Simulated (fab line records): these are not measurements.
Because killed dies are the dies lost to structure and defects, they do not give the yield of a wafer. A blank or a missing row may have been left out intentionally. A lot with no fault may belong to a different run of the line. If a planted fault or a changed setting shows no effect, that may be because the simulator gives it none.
fab line records -- flow gf180mcu
[record] lots = 12, wafers = 36, last_day = 34
route steps=602 shown CONTACT@309 V1@359 M2@364 V3@431
lots with no fault: from the same line, run without faults
start_h: the number of hours between the record's first day and the start of the first shown wafer of the lot -- wait_h: hours from the lot's prior step to this one -- " unchanged from the row above -- L1.1+2: a row that stands for several wafers -- - either no value or no given start -- * or withheld: withheld -- < > ~ a bound
route shown NAME@n: a module of which the file shows steps, and the number in the route of the first -- usual: mean/standard deviation of fault-free wafers -- same: alike in all rows -- chamber/n: place in a boat -- sites: each site's reading -- _std_site: the values' standard deviation -- _edge_site: the outer-site mean with the inner-site mean subtracted -- radius_mm: how far each site lies from the wafer's centre -- mask NAME#n: copy n -- behind: the tool/chamber that last shaped the wafer -- hold: why the lot was held/for how many hours/how that ended -- device: whichever transistor did not switch (one of n, p or np) -- end of line: tests of these same wafers at the route's end -- a step without rows: its recipe alone -- killed: not the wafer's yield, but the dies lost to structure and defects at the first sort -- map: dies across one wafer; x = killed, . = not, _ = none there
set.NAME: the setting that was run; set.NAME@STEP: the one run at that earlier step -- model.NAME: the simulator's own value behind a step, which no gauge read
route steps across a sampled set of lots; one table per step, one row per wafer
services: when a tool's chamber went out of use (start_h, in hours from the record's first day, below 0 if earlier), for how many hours, and the reason
[[steps]]
[step GF_CONTACT_SPUTTER_22]
[recipe] material = Ti, target_thk_nm = 15, chamber_pressure_pa = 5, power_w = 2500, substrate_temp_c = 200, time_s = 80.02
[usual] throttle_valve_pct = 30.0/1.5
lot.wafer,tool,chamber,start_h,wait_h,throttle_valve_pct
L776.1,pvd_sputter-02,-,369.73,0.0,28.3
L776.3,pvd_sputter-02,-,369.73,0.0,33.4
L776.5,pvd_sputter-02,-,369.73,0.0,30.9
L777.2,pvd_sputter-04,-,376.74,0.0,29.5
L777.5,pvd_sputter-04,-,376.74,0.0,28.1
L777.6,pvd_sputter-04,-,376.74,0.0,29.8
L778.1,pvd_sputter-01,-,388.03,0.0,30.2
L778.3,pvd_sputter-01,-,388.03,0.0,30.3
L778.5,pvd_sputter-01,-,388.03,0.0,30.1
L780.1,pvd_sputter-02,-,406.65,0.0,28.5
L780.2,pvd_sputter-02,-,406.65,0.0,31.0
L780.5,pvd_sputter-02,-,406.65,0.0,31.9
L781.2,pvd_sputter-01,-,414.78,0.0,30.2
L781.5,pvd_sputter-01,-,414.78,0.0,28.8
L781.6,pvd_sputter-01,-,414.78,0.0,30.1
L783.1,pvd_sputter-04,-,430.67,0.0,30.2
L783.2,pvd_sputter-04,-,430.67,0.0,31.3
L783.5,pvd_sputter-04,-,430.67,0.0,28.3
L784.1,pvd_sputter-04,-,439.29,0.0,29.2
L784.2,pvd_sputter-04,-,439.29,0.0,29.7
L784.3,pvd_sputter-04,-,439.29,0.0,31.4
L787.1,pvd_sputter-01,-,467.37,0.0,28.2
L787.3,pvd_sputter-01,-,467.37,0.0,30.2
L787.6,pvd_sputter-01,-,467.37,0.0,29.1
L790.1,pvd_sputter-04,-,492.63,0.0,30.1
L790.3,pvd_sputter-04,-,492.63,0.0,28.2
L790.4,pvd_sputter-04,-,492.63,0.0,31.2
L793.3,pvd_sputter-04,-,519.60,0.0,31.7
L793.4,pvd_sputter-04,-,519.60,0.0,30.1
L793.5,pvd_sputter-04,-,519.60,0.0,31.5
L796.1,pvd_sputter-04,-,545.44,0.0,28.0
L796.3,pvd_sputter-04,-,545.44,0.0,29.8
L796.4,pvd_sputter-04,-,545.44,0.0,31.3
L795.1,pvd_sputter-02,-,547.83,0.0,31.3
L795.5,pvd_sputter-02,-,547.83,0.0,28.6
L795.6,pvd_sputter-02,-,547.83,0.0,31.6
[step GF_V1_RS_MEAS_24]
[recipe] thk_meas_gauge = four-point-probe, reads = W_of_V1_CVD_23+TiN_of_V1_SPUTTER_22+Ti_of_V1_SPUTTER_21
[usual] V1_W_RS = 0.3252/0.003
lot.wafer,tool,chamber,start_h,wait_h,V1_W_RS[ohm/sq]
L776.1,film_metro-01,-,418.05,0.1,0.3246
L776.3,film_metro-01,-,418.05,0.1,0.3244
L776.5,film_metro-01,-,418.05,0.1,0.3205
L777.2,film_metro-02,-,427.46,0.1,0.3229
L777.5,film_metro-02,-,427.46,0.1,0.3259
L777.6,film_metro-02,-,427.46,0.1,0.3233
L778.1,film_metro-04,-,439.38,0.1,0.3256
L778.3,film_metro-04,-,439.38,0.1,0.3251
L778.5,film_metro-04,-,439.38,0.1,0.3303
L780.1,film_metro-04,-,459.72,0.1,0.3259
L780.2,film_metro-04,-,459.72,0.1,0.3276
L780.5,film_metro-04,-,459.72,0.1,0.3249
L781.2,film_metro-01,-,467.42,0.1,0.3232
L781.5,film_metro-01,-,467.42,0.1,0.3257
L781.6,film_metro-01,-,467.42,0.1,0.3226
L783.1,film_metro-01,-,482.75,0.1,0.3271
L783.2,film_metro-01,-,482.75,0.1,0.3270
L783.5,film_metro-01,-,482.75,0.1,0.3277
L784.1,film_metro-01,-,490.98,0.1,0.3311
L784.2,film_metro-01,-,490.98,0.1,0.3289
L784.3,film_metro-01,-,490.98,0.1,0.3299
L787.1,film_metro-01,-,517.72,0.1,0.3232
L787.3,film_metro-01,-,517.72,0.1,0.3208
L787.6,film_metro-01,-,517.72,0.1,0.3232
L790.1,film_metro-04,-,542.44,0.1,0.3339
L790.3,film_metro-04,-,542.44,0.1,0.3270
L790.4,film_metro-04,-,542.44,0.1,0.3283
L793.3,film_metro-01,-,568.09,0.1,0.3266
L793.4,film_metro-01,-,568.09,0.1,0.3290
L793.5,film_metro-01,-,568.09,0.1,0.3290
L796.1,film_metro-02,-,592.65,0.1,0.3249
L796.3,film_metro-02,-,592.65,0.1,0.3259
L796.4,film_metro-02,-,592.65,0.1,0.3235
L795.1,film_metro-04,-,594.96,0.2,0.3219
L795.5,film_metro-04,-,594.96,0.2,0.3205
L795.6,film_metro-04,-,594.96,0.2,0.3238
[step GF_M2_SPUTTER_02]
[recipe] material = AlCu, target_thk_nm = 450, power_w = 10600, time_s = 23.9, chamber_pressure_pa = 0.4
[usual] throttle_valve_pct = 29.5/0.95
lot.wafer,tool,chamber,start_h,wait_h,throttle_valve_pct
L776.1,pvd_sputter-01,-,418.66,0.0,30.5
L776.3,pvd_sputter-01,-,418.66,0.0,28.9
L776.5,pvd_sputter-01,-,418.66,0.0,30.4
L777.2,pvd_sputter-03,-,428.05,0.0,30.6
L777.5,pvd_sputter-03,-,428.05,0.0,28.8
L777.6,pvd_sputter-03,-,428.05,0.0,29.3
L778.1,pvd_sputter-01,-,439.99,0.0,30.6
L778.3,pvd_sputter-01,-,439.99,0.0,29.8
L778.5,pvd_sputter-01,-,439.99,0.0,30.2
L780.1,pvd_sputter-03,-,460.33,0.0,28.8
L780.2,pvd_sputter-03,-,460.33,0.0,30.6
L780.5,pvd_sputter-03,-,460.33,0.0,30.5
L781.2,pvd_sputter-01,-,468.01,0.0,30.3
L781.5,pvd_sputter-01,-,468.01,0.0,30.0
L781.6,pvd_sputter-01,-,468.01,0.0,28.9
L783.1,pvd_sputter-03,-,483.36,0.0,28.6
L783.2,pvd_sputter-03,-,483.36,0.0,28.8
L783.5,pvd_sputter-03,-,483.36,0.0,28.6
L784.1,pvd_sputter-03,-,491.59,0.0,29.2
L784.2,pvd_sputter-03,-,491.59,0.0,28.8
L784.3,pvd_sputter-03,-,491.59,0.0,30.6
L787.1,pvd_sputter-01,-,518.33,0.0,28.7
L787.3,pvd_sputter-01,-,518.33,0.0,28.1
L787.6,pvd_sputter-01,-,518.33,0.0,30.1
L790.1,pvd_sputter-04,-,543.06,0.0,28.2
L790.3,pvd_sputter-04,-,543.06,0.0,31.4
L790.4,pvd_sputter-04,-,543.06,0.0,30.1
L793.3,pvd_sputter-03,-,568.66,0.0,30.5
L793.4,pvd_sputter-03,-,568.66,0.0,28.7
L793.5,pvd_sputter-03,-,568.66,0.0,30.3
L796.1,pvd_sputter-04,-,593.26,0.0,29.2
L796.3,pvd_sputter-04,-,593.26,0.0,28.4
L796.4,pvd_sputter-04,-,593.26,0.0,31.5
L795.1,pvd_sputter-03,-,595.57,0.0,28.7
L795.5,pvd_sputter-03,-,595.57,0.0,28.9
L795.6,pvd_sputter-03,-,595.57,0.0,30.6
[step GF_V3_CVD_02]
[recipe] material = SiO2, target_thk_nm = 850, precursor = TEOS, temp_c = 400, time_s = 94.851, rf_w = 600
[usual] heater_power_w = 644/110
lot.wafer,tool,chamber,start_h,wait_h,heater_power_w
L776.1,pecvd-03,0,497.03,0.1,671
L776.3,pecvd-03,1,497.03,0.1,721
L776.5,pecvd-03,1,497.03,0.1,724
L777.2,pecvd-03,1,504.27,0.0,650
L777.5,pecvd-03,1,504.27,0.0,699
L777.6,pecvd-03,2,504.27,0.0,634
L778.1,pecvd-03,0,515.10,0.1,654
L778.3,pecvd-03,1,515.10,0.1,578
L778.5,pecvd-03,1,515.10,0.1,657
L780.1,pecvd-02,1,535.48,0.1,508
L780.2,pecvd-02,2,535.48,0.1,613
L780.5,pecvd-02,1,535.48,0.1,538
L781.2,pecvd-03,1,541.89,0.0,698
L781.5,pecvd-03,1,541.89,0.0,720
L781.6,pecvd-03,0,541.89,0.0,554
L783.1,pecvd-03,2,556.12,0.1,643
L783.2,pecvd-03,1,556.12,0.1,700
L783.5,pecvd-03,1,556.12,0.1,571
L784.1,pecvd-02,2,563.35,0.1,636
L784.2,pecvd-02,1,563.35,0.1,491
L784.3,pecvd-02,0,563.35,0.1,564
L787.1,pecvd-03,1,590.58,0.1,681
L787.3,pecvd-03,2,590.58,0.1,621
L787.6,pecvd-03,0,590.58,0.1,661
L790.1,pecvd-01,1,612.10,0.1,900
L790.3,pecvd-01,0,612.10,0.1,865
L790.4,pecvd-01,0,612.10,0.1,896
L793.3,pecvd-03,0,635.45,0.0,680
L793.4,pecvd-03,2,635.45,0.0,503
L793.5,pecvd-03,1,635.45,0.0,584
L796.1,pecvd-02,0,658.00,0.1,572
L796.3,pecvd-02,2,658.00,0.1,543
L796.4,pecvd-02,0,658.00,0.1,453
L795.1,pecvd-01,0,659.55,0.1,876
L795.5,pecvd-01,1,659.55,0.1,740
L795.6,pecvd-01,0,659.55,0.1,903
[step GF_V3_THK_MEAS_03]
[recipe] reads = SiO2_of_V3_CVD_02
[usual] V3_CVD_02_THK = 849/11
lot.wafer,tool,chamber,start_h,wait_h,hold,V3_CVD_02_THK[nm]
L776.1,film_metro-01,-,497.10,0.0,-,836
L776.3,film_metro-01,-,497.10,0.0,-,830
L776.5,film_metro-01,-,497.10,0.0,-,845
L777.2,film_metro-01,-,504.35,0.0,-,848
L777.5,film_metro-01,-,504.35,0.0,-,860
L777.6,film_metro-01,-,504.35,0.0,-,863
L778.1,film_metro-02,-,515.17,0.0,-,837
L778.3,film_metro-02,-,515.17,0.0,-,847
L778.5,film_metro-02,-,515.17,0.0,-,860
L780.1,film_metro-02,-,535.55,0.0,-,841
L780.2,film_metro-02,-,535.55,0.0,-,843
L780.5,film_metro-02,-,535.55,0.0,-,841
L781.2,film_metro-04,-,541.97,0.0,-,854
L781.5,film_metro-04,-,541.97,0.0,-,861
L781.6,film_metro-04,-,541.97,0.0,-,853
L783.1,film_metro-02,-,556.19,0.0,-,845
L783.2,film_metro-02,-,556.19,0.0,-,841
L783.5,film_metro-02,-,556.19,0.0,-,863
L784.1,film_metro-01,-,563.42,0.0,-,844
L784.2,film_metro-01,-,563.42,0.0,-,841
L784.3,film_metro-01,-,563.42,0.0,-,837
L787.1,film_metro-01,-,590.65,0.0,-,841
L787.3,film_metro-01,-,590.65,0.0,-,852
L787.6,film_metro-01,-,590.65,0.0,-,850
L790.1,film_metro-04,-,612.17,0.0,-,856
L790.3,film_metro-04,-,612.17,0.0,-,855
L790.4,film_metro-04,-,612.17,0.0,-,864
L793.3,film_metro-02,-,635.54,0.1,await_dispo/0.2h/release,837
L793.4,film_metro-02,-,635.54,0.1,await_dispo/0.2h/release,896
L793.5,film_metro-02,-,635.54,0.1,await_dispo/0.2h/release,884
L793.3,film_metro-02,-,635.78,0.2,-,836
L793.4,film_metro-02,-,635.78,0.2,-,895
L793.5,film_metro-02,-,635.78,0.2,-,884
L796.1,film_metro-02,-,658.06,0.0,-,854
L796.3,film_metro-02,-,658.06,0.0,-,845
L796.4,film_metro-02,-,658.06,0.0,-,868
L795.1,film_metro-02,-,659.61,0.0,-,836
L795.5,film_metro-02,-,659.61,0.0,-,857
L795.6,film_metro-02,-,659.61,0.0,-,853
[[services]]
tool,chamber,start_h,hours,kind
pecvd-02,2,378.56,4.9,repair
pecvd-01,-,383.40,0.9,repair
pvd_sputter-01,-,397.78,2.1,repair
pecvd-01,2,418.86,6.2,repair
pvd_sputter-01,-,427.50,3.6,repair
pvd_sputter-01,3,433.55,-,consumable_replace:kit
pvd_sputter-01,3,433.55,18.0,scheduled_down
pvd_sputter-01,3,433.55,18.0,vent_cycle
pecvd-01,0,440.73,10.4,repair
pvd_sputter-04,-,442.16,6.1,repair
pecvd-02,-,446.30,6.4,repair
pvd_sputter-04,-,465.39,3.2,repair
pvd_sputter-04,-,473.15,0.6,repair
pecvd-03,-,483.32,4.3,repair
pecvd-02,1,489.70,9.2,repair
pecvd-01,-,496.10,0.5,repair
pecvd-03,2,519.62,2.4,repair
pvd_sputter-02,-,537.92,3.6,repair
pecvd-01,-,542.79,1.4,repair
pecvd-02,-,548.04,4.3,pm
pecvd-02,-,591.12,14.0,pm
pecvd-01,-,602.31,1.0,repair
pecvd-02,-,633.36,14.6,pm
pecvd-03,-,656.68,0.9,repair
[[key]]
[first_sign] step = GF_V3_THK_MEAS_03, reading = visit, direction = added
[effect] step = GF_V3_THK_MEAS_03, reading = V3_CVD_02_THK, direction = up, sigmas = 3.6, usual = 849, struck = 890
met_at GF_V3_CVD_02
struck_lots L793
struck_wafers L793.4,L793.5
not_acting_at GF_CONTACT_SPUTTER_22,GF_V1_RS_MEAS_24,GF_M2_SPUTTER_02
onset_between 590.58 635.45
[fault] kind = process_parameter_drift, tool = pecvd-03, chamber = -, onset_h = 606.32, steps = GF_V3_CVD_02, channel = target_thk_nm, offset = 26.907, shape = step, end_h = 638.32, scope = struck_wafers_only, acts_in = these_recipes_only, stated = 850
